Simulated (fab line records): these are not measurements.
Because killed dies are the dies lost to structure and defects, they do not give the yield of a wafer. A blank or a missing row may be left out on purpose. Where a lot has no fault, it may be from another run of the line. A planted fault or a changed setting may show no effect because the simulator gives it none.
fab line records	flow gf180mcu
record: lots: 11	wafers: 33	last-day: 34
route steps=602 shown HV_LDD@233 NSD@245 SALICIDE@281
lots that met no fault: from a run of the same line without faults
start-h: hours from the record's opening day to when the first of the lot's shown wafers began	wait-h: hours from the lot's prior step to this one	" as in the row above	L1.1+2: a row that stands for several wafers	- no value, or no start was given	* or withheld: withheld	< > ~ a bound
route shown NAME@n: names a module that has steps shown in the file, with the first one's number in the route	usual: the fault-free wafers' mean and standard deviation	same: alike in all rows	chamber/n: place in a boat	sites: the reading at each site	_std_site: standard deviation across them	_edge_site: the outer-site mean with the inner-site mean subtracted	radius-mm: for every site, how far away it sits from the centre of the wafer	mask NAME#n: copy n	behind: tool/chamber where the wafer was last shaped	hold: reason for holding the lot/hours on hold/outcome of the hold	device: which transistor (n, p or np) failed to switch	end of line: the tests these same wafers got at the end of their route	a step without rows: its recipe alone	killed: dies lost to structure and defects at the first sort, not the wafer's yield	map: a wafer's dies, x killed, . not, _ none there
set.NAME: the setting as run; set.NAME@STEP: as run at that earlier step	model.NAME: the simulator's own value behind a step, which no gauge read
the route's steps for a sample of lots (tables are steps, rows are wafers)
services: a tool's chamber out of use, with start hour (start-h, from the record's first day; less than 0 if before it), hours out, and reason
== steps ==
step: GF_HV_LDD_THK_MEAS_57
recipe: reads: Si3N4_of_HV_LDD_CVD_56
usual: HV_LDD_CVD_56_THK: 89.5/0.76
lot.wafer	tool	chamber	start-h	wait-h	HV_LDD_CVD_56_THK[nm]
L911.1	film-metro-02	-	301.32	0.0	90.2
L911.5	"	-	"	"	90.2
L911.6	"	-	"	"	90.2
L915.1	film-metro-01	-	328.51	0.0	89.4
L915.4	"	-	"	"	89.4
L915.6	"	-	"	"	89.6
L916.4	film-metro-02	-	340.79	0.0	89.2
L916.5	"	-	"	"	89.7
L916.6	"	-	"	"	90.0
L919.1	film-metro-02	-	364.29	0.0	89.1
L919.4	"	-	"	"	88.8
L919.6	"	-	"	"	88.6
L920.3	film-metro-01	-	378.56	0.0	88.5
L920.5	"	-	"	"	88.5
L920.6	"	-	"	"	88.3
L923.1	film-metro-02	-	397.86	0.0	89.7
L923.2	"	-	"	"	89.1
L923.5	"	-	"	"	89.9
L924.2	film-metro-04	-	403.72	0.0	88.4
L924.3	"	-	"	"	88.9
L924.5	"	-	"	"	88.8
L927.3	film-metro-01	-	432.84	0.0	89.7
L927.4	"	-	"	"	89.9
L927.6	"	-	"	"	89.9
L928.3	film-metro-01	-	439.55	0.0	89.2
L928.4	"	-	"	"	89.5
L928.6	"	-	"	"	88.8
L930.2	film-metro-04	-	452.02	0.0	90.7
L930.3	"	-	"	"	89.8
L930.6	"	-	"	"	90.3
L931.2	film-metro-01	-	463.27	0.0	90.0
L931.4	"	-	"	"	89.8
L931.6	"	-	"	"	89.7
step: GF_NSD_IMPLANT_10
recipe: species: P	energy-kev: 40	dose-cm2: 5e+14	tilt-deg: 7
usual: dose-ions-cm2: 4.998e+14/4.8e+11	end-station-pressure-torr: 7.3e-06/3.6e-07	faraday-current-uA: 2783/50
lot.wafer	tool	chamber	start-h	wait-h	dose-ions-cm2	end-station-pressure-torr	faraday-current-uA
L911.1	implanter-01	0	321.97	0.1	5.002e+14	7.2e-06	2760
L911.5	"	0	"	"	5.007e+14	6.9e-06	2797
L911.6	"	0	"	"	5.001e+14	7.3e-06	2869
L915.1	implanter-02	0	349.76	0.1	4.999e+14	6.4e-06	2785
L915.4	"	0	"	"	4.998e+14	7.5e-06	2773
L915.6	"	0	"	"	5.002e+14	7.7e-06	2810
L916.4	implanter-04	0	362.58	0.1	4.994e+14	7.1e-06	2710
L916.5	"	0	"	"	5.003e+14	6.8e-06	2914
L916.6	"	0	"	"	4.997e+14	7.3e-06	2712
L919.1	implanter-04	0	386.53	0.1	4.999e+14	7.6e-06	2681
L919.4	"	0	"	"	5.003e+14	6.8e-06	2803
L919.6	"	0	"	"	4.994e+14	7e-06	2859
L920.3	implanter-04	0	400.98	0.1	4.993e+14	7.5e-06	2819
L920.5	"	0	"	"	5e+14	7.2e-06	2791
L920.6	"	0	"	"	5.002e+14	7.5e-06	2760
L923.1	implanter-01	0	421.00	0.1	4.994e+14	7.1e-06	2809
L923.2	"	0	"	"	5.002e+14	6.7e-06	2887
L923.5	"	0	"	"	5.002e+14	7.6e-06	2671
L924.2	implanter-02	0	428.01	0.1	4.998e+14	7.5e-06	2748
L924.3	"	0	"	"	4.993e+14	7.3e-06	2760
L924.5	"	0	"	"	4.995e+14	6.6e-06	2727
L927.3	implanter-02	0	457.10	0.1	7.555e+14	8.3e-06	4222
L927.4	"	0	"	"	7.548e+14	8.9e-06	4125
L927.6	"	0	"	"	7.552e+14	8.5e-06	4096
L928.3	implanter-02	0	463.85	0.1	7.548e+14	8.5e-06	4226
L928.4	"	0	"	"	7.538e+14	8.2e-06	4265
L928.6	"	0	"	"	7.548e+14	8.8e-06	4195
L930.2	implanter-01	0	476.07	0.1	4.992e+14	7.6e-06	2783
L930.3	"	0	"	"	4.992e+14	6.2e-06	2822
L930.6	"	0	"	"	5e+14	7e-06	2824
L931.2	implanter-04	0	487.76	0.1	5.001e+14	7.4e-06	2803
L931.4	"	0	"	"	4.99e+14	6.5e-06	2849
L931.6	"	0	"	"	4.999e+14	7.5e-06	2780
step: GF_NSD_STRIP_11
recipe: chemistry: O2/N2	power-w: 1400	pressure-mtorr: 1500	platen-temp-c: 250	o2-flow-sccm: 3000	n2-flow-sccm: 300	overash-fraction: 0.5
usual: chamber-pressure-mTorr: 1499.9/1.4	drypump-motor-current-A: 5.6/0.55	heater-power-w: 359/40	n2-flow-sccm: 300.1/0.83	oes-product-au: 0.485/0.0042	strip-time-to-endpoint-s: 23.08/0.031
lot.wafer	tool	chamber	start-h	wait-h	chamber-pressure-mTorr	drypump-motor-current-A	heater-power-w	n2-flow-sccm	oes-product-au	rf-hours-counter-h	strip-time-to-endpoint-s
L911.1	plasma-asher-01	1	322.12	0.1	1498.4	5.7	356	301.1	0.486	68	23.05
L911.5	"	1	"	"	1500.4	5.6	353	299.4	0.481	-	23.05
L911.6	"	0	"	"	1497.0	6.5	379	298.9	0.472	-	23.01
L915.1	plasma-asher-04	0	349.91	0.1	1499.6	5.3	329	298.5	0.479	69	23.08
L915.4	"	1	"	"	1498.2	5.8	340	300.1	0.490	-	23.08
L915.6	"	0	"	"	1497.3	5.3	330	300.8	0.484	-	23.08
L916.4	plasma-asher-03	0	362.69	0.1	1501.3	4.7	424	300.8	0.489	-	23.07
L916.5	"	0	"	"	1499.0	4.7	437	299.5	0.483	-	23.10
L916.6	"	1	"	"	1500.8	5.7	315	298.3	0.480	-	23.10
L919.1	plasma-asher-01	1	386.68	0.1	1497.7	5.6	355	300.0	0.486	75	23.13
L919.4	"	0	"	"	1499.4	6.5	382	300.9	0.484	-	23.11
L919.6	"	0	"	"	1499.4	6.5	376	299.5	0.485	-	23.08
L920.3	plasma-asher-04	1	401.12	0.1	1498.4	5.8	338	300.4	0.484	-	23.04
L920.5	"	1	"	"	1499.0	5.8	336	299.3	0.495	-	23.04
L920.6	"	0	"	"	1501.2	5.3	320	301.6	0.488	-	23.07
L923.1	plasma-asher-04	1	421.15	0.1	1500.7	5.9	329	298.8	0.481	78	23.10
L923.2	"	0	"	"	1501.2	5.3	328	299.7	0.492	78	23.10
L923.5	"	1	"	"	1502.8	5.9	327	299.1	0.494	-	23.09
L924.2	plasma-asher-03	0	428.13	0.1	1498.4	4.7	437	297.8	0.490	34	23.08
L924.3	"	0	"	"	1500.1	4.7	432	300.1	0.488	-	23.06
L924.5	"	1	"	"	1499.7	5.7	316	299.9	0.486	-	23.06
L927.3	plasma-asher-01	1	457.24	0.1	1499.2	5.6	352	298.7	0.488	-	23.27
L927.4	"	0	"	"	1499.7	6.5	389	300.4	0.486	-	23.26
L927.6	"	1	"	"	1500.4	5.7	352	298.9	0.484	-	23.34
L928.3	plasma-asher-04	1	463.99	0.1	1501.5	5.8	345	300.4	0.483	-	23.37
L928.4	"	0	"	"	1501.9	5.3	317	300.2	0.486	-	23.35
L928.6	"	1	"	"	1502.4	5.8	358	300.6	0.488	-	23.33
L930.2	plasma-asher-01	1	476.20	0.1	1501.6	5.7	343	299.9	0.482	81	23.08
L930.3	"	1	"	"	1498.3	5.7	355	299.1	0.482	-	23.03
L930.6	"	0	"	"	1501.0	6.5	374	299.9	0.492	-	23.08
L931.2	plasma-asher-04	0	487.88	0.1	1501.6	5.3	312	301.6	0.484	6	23.04
L931.4	"	0	"	"	1498.7	5.3	318	301.9	0.482	-	23.07
L931.6	"	0	"	"	1500.3	5.3	322	301.6	0.491	-	23.02
step: GF_PSD_RS_MEAS_14
recipe: thk-meas-gauge: four-point-probe
usual: NSD_RS: 45.90/0.095
lot.wafer	tool	chamber	start-h	wait-h	NSD_RS[ohm/sq]
L911.1	film-metro-03	-	343.49	0.1	45.81
L911.5	"	-	"	"	45.81
L911.6	"	-	"	"	45.82
L915.1	film-metro-01	-	372.38	0.1	45.81
L915.4	"	-	"	"	45.93
L915.6	"	-	"	"	45.91
L916.4	film-metro-02	-	385.59	0.1	45.86
L916.5	"	-	"	"	46.03
L916.6	"	-	"	"	45.91
L919.1	film-metro-01	-	409.84	0.1	46.05
L919.4	"	-	"	"	46.02
L919.6	"	-	"	"	46.13
L920.3	film-metro-03	-	424.52	0.1	46.03
L920.5	"	-	"	"	45.96
L920.6	"	-	"	"	45.90
L923.1	film-metro-03	-	445.79	0.1	45.74
L923.2	"	-	"	"	45.63
L923.5	"	-	"	"	45.74
L924.2	film-metro-01	-	453.16	0.1	45.85
L924.3	"	-	"	"	45.84
L924.5	"	-	"	"	45.86
L927.3	film-metro-02	-	481.83	0.1	43.09
L927.4	"	-	"	"	43.16
L927.6	"	-	"	"	43.16
L928.3	film-metro-01	-	489.32	0.1	43.07
L928.4	"	-	"	"	43.08
L928.6	"	-	"	"	43.20
L930.2	film-metro-02	-	500.96	0.1	45.93
L930.3	"	-	"	"	46.02
L930.6	"	-	"	"	45.96
L931.2	film-metro-01	-	511.72	0.1	45.93
L931.4	"	-	"	"	45.92
L931.6	"	-	"	"	46.02
step: GF_SALICIDE_SPUTTER_03
recipe: material: TiN	target-thk-nm: 20	power-w: 6500	time-s: 16.7	chamber-pressure-pa: 0.4
usual: throttle-valve-pct: 30.0/0.86
lot.wafer	tool	chamber	start-h	wait-h	throttle-valve-pct
L911.1	pvd-sputter-03	-	365.37	0.0	30.2
L911.5	"	-	"	"	29.2
L911.6	"	-	"	"	30.1
L915.1	pvd-sputter-03	-	395.52	0.0	29.8
L915.4	"	-	"	"	28.9
L915.6	"	-	"	"	29.1
L916.4	pvd-sputter-01	-	408.57	0.0	29.4
L916.5	"	-	"	"	29.3
L916.6	"	-	"	"	29.7
L919.1	pvd-sputter-02	-	434.36	0.0	32.6
L919.4	"	-	"	"	29.4
L919.6	"	-	"	"	29.3
L920.3	pvd-sputter-01	-	449.21	0.0	29.6
L920.5	"	-	"	"	29.6
L920.6	"	-	"	"	31.1
L923.1	pvd-sputter-01	-	470.73	0.0	29.4
L923.2	"	-	"	"	30.9
L923.5	"	-	"	"	31.1
L924.2	pvd-sputter-03	-	478.27	0.0	29.9
L924.3	"	-	"	"	28.9
L924.5	"	-	"	"	29.1
L927.3	pvd-sputter-01	-	505.98	0.0	29.4
L927.4	"	-	"	"	29.4
L927.6	"	-	"	"	30.9
L928.3	pvd-sputter-03	-	512.70	0.0	29.0
L928.4	"	-	"	"	30.3
L928.6	"	-	"	"	30.1
L930.2	pvd-sputter-03	-	524.93	0.0	29.7
L930.3	"	-	"	"	30.1
L930.6	"	-	"	"	29.9
L931.2	pvd-sputter-01	-	534.86	0.0	31.0
L931.4	"	-	"	"	29.6
L931.6	"	-	"	"	31.2
step: GF_SALICIDE_RS_MEAS_04
recipe: thk-meas-gauge: four-point-probe	reads: TiN_of_SALICIDE_SPUTTER_03+Co_of_SALICIDE_SPUTTER_02
usual: SALICIDE_TIN_RS: 16.4/0.31
lot.wafer	tool	chamber	start-h	wait-h	SALICIDE_TIN_RS[ohm/sq]
L911.1	film-metro-03	-	365.40	0.0	16.0
L911.5	"	-	"	"	15.9
L911.6	"	-	"	"	16.2
L915.1	film-metro-02	-	395.54	0.0	16.6
L915.4	"	-	"	"	16.6
L915.6	"	-	"	"	16.8
L916.4	film-metro-03	-	408.65	0.1	16.0
L916.5	"	-	"	"	15.9
L916.6	"	-	"	"	16.6
L919.1	film-metro-03	-	434.39	0.0	16.0
L919.4	"	-	"	"	16.1
L919.6	"	-	"	"	15.9
L920.3	film-metro-04	-	449.28	0.1	16.6
L920.5	"	-	"	"	16.5
L920.6	"	-	"	"	16.0
L923.1	film-metro-04	-	470.76	0.0	17.0
L923.2	"	-	"	"	16.6
L923.5	"	-	"	"	16.6
L924.2	film-metro-02	-	478.31	0.0	16.8
L924.3	"	-	"	"	16.8
L924.5	"	-	"	"	17.0
L927.3	film-metro-04	-	506.05	0.1	16.1
L927.4	"	-	"	"	16.3
L927.6	"	-	"	"	16.1
L928.3	film-metro-02	-	512.77	0.1	16.4
L928.4	"	-	"	"	16.3
L928.6	"	-	"	"	16.1
L930.2	film-metro-03	-	524.97	0.0	16.1
L930.3	"	-	"	"	16.4
L930.6	"	-	"	"	16.1
L931.2	film-metro-03	-	534.91	0.0	16.5
L931.4	"	-	"	"	16.8
L931.6	"	-	"	"	16.1
== services ==
tool	chamber	start-h	hours	kind
pvd-sputter-03	-	316.56	1.7	repair
plasma-asher-03	-	317.58	0.7	repair
plasma-asher-01	-	318.02	0.4	repair
pvd-sputter-02	-	342.32	20.5	repair
plasma-asher-03	-	349.25	0.3	repair
plasma-asher-01	-	351.07	2.8	pm
implanter-02	-	359.89	2.7	repair
pvd-sputter-01	3	360.66	-	consumable-replace:kit
pvd-sputter-01	3	360.66	18.0	scheduled-down
pvd-sputter-01	3	360.66	18.0	vent-cycle
plasma-asher-03	-	393.64	0.6	repair
plasma-asher-01	-	394.80	28.1	pm
implanter-02	-	396.35	3.7	repair
plasma-asher-04	-	421.25	9.0	pm
plasma-asher-04	0	421.25	9.0	vent-cycle
plasma-asher-04	1	421.25	9.0	vent-cycle
plasma-asher-04	0	430.25	-	clean
implanter-02	-	436.16	4.3	pm
implanter-04	-	438.53	4.7	repair
pvd-sputter-01	-	438.59	1.9	repair
implanter-04	-	451.05	2.5	repair
pvd-sputter-03	-	453.78	8.7	repair
plasma-asher-01	-	523.85	4.6	repair
pvd-sputter-02	-	528.37	8.7	repair
== key ==
first-sign: step: GF_NSD_IMPLANT_10	reading: dose-ions-cm2	direction: up	sigmas: 99+	usual: 4.998e+14	struck: 7.548e+14
effect: step: GF_NSD_IMPLANT_10	reading: faraday-current-uA	direction: up	sigmas: 28	usual: 2783	struck: 4188
effect: step: GF_NSD_STRIP_11	reading: strip-time-to-endpoint-s	direction: up	sigmas: 7.7	usual: *	struck: *
effect: step: GF_PSD_RS_MEAS_14	reading: NSD_RS	direction: down	sigmas: 29	usual: 45.90	struck: 43.13
met-at GF_NSD_IMPLANT_10
struck-lots L927,L928
tester-left-out L927,L928
not-acting-at GF_HV_LDD_THK_MEAS_57,GF_SALICIDE_SPUTTER_03,GF_SALICIDE_RS_MEAS_04
onset-between 428.01 457.10
fault: kind: process-parameter-drift	tool: implanter-02	chamber: -	onset-h: 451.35	steps: GF_NSD_IMPLANT_10	channel: dose-cm2	offset: 2.5527e+14	shape: step	end-h: 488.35	acts-in: these-recipes-only	stated: 5e+14
tester-left-out: of these lots the tester's yield and bins aren't shown, on N5 and GAA mostly nor the transistor test; their killed dies are dies lost to structure and defects alone, not to doping, threshold or leakage, so they don't give the yield
